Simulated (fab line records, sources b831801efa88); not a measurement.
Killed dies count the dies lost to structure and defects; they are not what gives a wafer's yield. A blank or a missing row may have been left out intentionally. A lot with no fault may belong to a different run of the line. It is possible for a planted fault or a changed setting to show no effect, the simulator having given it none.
Which tool was responsible? + flow sky130 + 21 wafers sampled from 7 lots at 1 step of a route of 708

## WHAT THE GAUGES READ, wafer by wafer
SKY_VIA2_CD_MEAS_12: the cd target is 200 nm.
| lot  | measured     | on        | cd_nm (nm)        |
|------|--------------|-----------|-------------------|
| L206 | day 37 12:05 | cd_sem-02 | 199.9 199.4 199.1 |
| L208 | day 38 10:16 | cd_sem-01 | 199.3 198.9 198.7 |
| L211 | day 39 01:45 | cd_sem-01 | 198.9 198.3 198.1 |
| L214 | day 39 19:50 | cd_sem-02 | 199.8 199.9 198.6 |
| L216 | day 40 10:18 | cd_sem-02 | 199.8 198.5 199.5 |
| L223 | day 42 21:50 | cd_sem-01 | 199.9 201.3 201.1 |
| L225 | day 43 07:20 | cd_sem-01 | 199.1 198.3 198.4 |

## TOOL THAT RAN EACH LOT (tool first, then ch and the chambers of the sampled wafers, then the start)
Record: no process step prior to these readings.

## THE ANSWER, worked out from the rows above alone
Rule: what is usual is taken from the lots themselves. The widest of any qualifying gaps counts: lots, ordered by their means at a reading, are off when they make up no more than a third of the lots, leave a main group of 4 or more, and stand apart from it by 3 or more times the standard deviation of that group's means. The tables above print the reading to a certain number of digits; a main group whose means all agree to those digits is not used. Also off: a lot with no number at a reading for which 4 or more lots have one. Any other lot the step has rows for is counted as sound.
Off at SKY_VIA2_CD_MEAS_12 (cd_nm): L223. The main group has a mean of 199.0 nm with a standard deviation of 0.4.
A tool fits if, at a process step before that reading, it ran every lot that is off, and no sound lot after the first of them. Those tools and the gauges at SKY_VIA2_CD_MEAS_12 are tried in the same way. None of those tried fits.

## WHAT WAS PUT IN BY THE SIMULATOR
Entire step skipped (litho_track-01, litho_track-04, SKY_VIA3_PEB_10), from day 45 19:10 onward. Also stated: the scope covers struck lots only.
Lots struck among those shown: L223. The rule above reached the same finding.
